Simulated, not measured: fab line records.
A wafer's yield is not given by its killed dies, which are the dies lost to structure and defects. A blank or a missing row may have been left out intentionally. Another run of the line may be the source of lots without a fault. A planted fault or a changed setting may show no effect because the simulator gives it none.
Matching of chambers ; flow sky130 ; 4 sister chambers for SKY_VIA4_ETCH_12 on rie-diel-04
The step etches SiO2 in C4F8/O2/Ar, stops on TiN, target depth 580 nm. 8 wafers are shown with their chamber, then 7 later ones without.

EACH WAFER AND ITS CHAMBER
wafer;chamber;rf-fwd-power-W (W);oes-product-au (a.u.)
L075.5;3;1490;0.924
L081.5;1;1486;0.932
L081.6;2;1486;0.921
L091.2;0;1481;0.925
L091.4;3;1486;0.925
L091.6;0;1486;0.921
L092.1;1;1486;0.922
L092.2;2;1494;0.929

WAFERS WITH NO CHAMBER GIVEN
wafer;rf-fwd-power-W (W);oes-product-au (a.u.)
L092.4;1495;0.932
L095.3;1485;0.929
L095.5;1494;0.924
L095.6;1498;0.941
L097.1;1499;0.928
L097.2;1484;0.924
L097.6;1487;0.929

THE CHAMBER EACH PASSED THROUGH
wafer;from the rows above;in truth
L092.4;can't be placed: 2 or 3 or 1 or 0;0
L095.3;can't be placed: 1 or 3 or 0 or 2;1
L095.5;can't be placed: 2 or 3 or 1 or 0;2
L095.6;can't be placed: 2 or 1 or 3 or 0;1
L097.1;can't be placed: 2 or 3 or 1 or 0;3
L097.2;can't be placed: 0 or 1 or 3 or 2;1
L097.6;can't be placed: 1 or 3 or 2 or 0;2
Correctly placed: 0 of 7. Can't be placed from these rows: 7 (the true chamber is among the candidates in 7). Placed wrongly: 0.
How it was worked out, from the rows above alone: a wafer's distance from a chamber is the root of the sum, over the readings, of the square of ((its reading less the chamber's mean) divided by the reading's scatter). If the next closest chamber is less than 2 further off than the closest, the wafer can't be placed; otherwise it belongs to the closest. A chamber's mean is the mean of its shown wafers. How the scatter is found: for the shown wafers, subtract from each reading the mean of its chamber, square and add these, divide the total by (wafers less chambers), then take the root.
